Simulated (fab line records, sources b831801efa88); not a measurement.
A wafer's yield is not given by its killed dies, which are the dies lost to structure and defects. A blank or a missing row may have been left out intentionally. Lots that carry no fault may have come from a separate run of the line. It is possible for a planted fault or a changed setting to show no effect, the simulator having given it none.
Matching of chambers | flow sky130 | SKY_LI_CONTACT_ETCH_14 on rie-diel-01 has 4 sister chambers
The step etches BARC in N2/H2, stops on SiO2, time 45.9 s, target depth 60 nm. 4 wafers are shown with their chamber, then 7 later ones without.

## WAFERS, EACH WITH ITS CHAMBER
wafer  | chamber | drypump-motor-current-A (A)
L081.1 | 2       | 5.4
L081.2 | 1       | 5.8
L083.1 | 0       | 6.2
L083.4 | 3       | 5.9

## WAFERS WITHOUT THEIR CHAMBER
wafer  | drypump-motor-current-A (A)
L083.6 | 5.7
L085.2 | 5.4
L085.3 | 5.8
L085.4 | 5.4
L089.2 | 5.8
L089.5 | 5.8
L089.6 | 5.4

## WHICH CHAMBER EACH WENT THROUGH
wafer  | from the rows above | in truth
L083.6 | 1                   | 1
L085.2 | 2                   | 2
L085.3 | 1                   | 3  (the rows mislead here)
L085.4 | 2                   | 2
L089.2 | 1                   | 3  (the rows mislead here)
L089.5 | 1                   | 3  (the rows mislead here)
L089.6 | 2                   | 2
Placed correctly: 4 of 7. From these rows, 0 cannot be placed. Placed wrongly: 3.
How it was worked out, from the rows above alone: a wafer's distance from a chamber is the root of the sum, over the readings, of the square of ((its reading less the chamber's mean) divided by the reading's scatter). If the next closest chamber is less than 2 further off than the closest, the wafer can't be placed; otherwise it belongs to the closest. For every chamber, the mean is computed from those of its wafers that are shown. The scatter: with one shown wafer a chamber, the root of the mean of the squares of how far each hidden wafer lies from its nearest shown one.
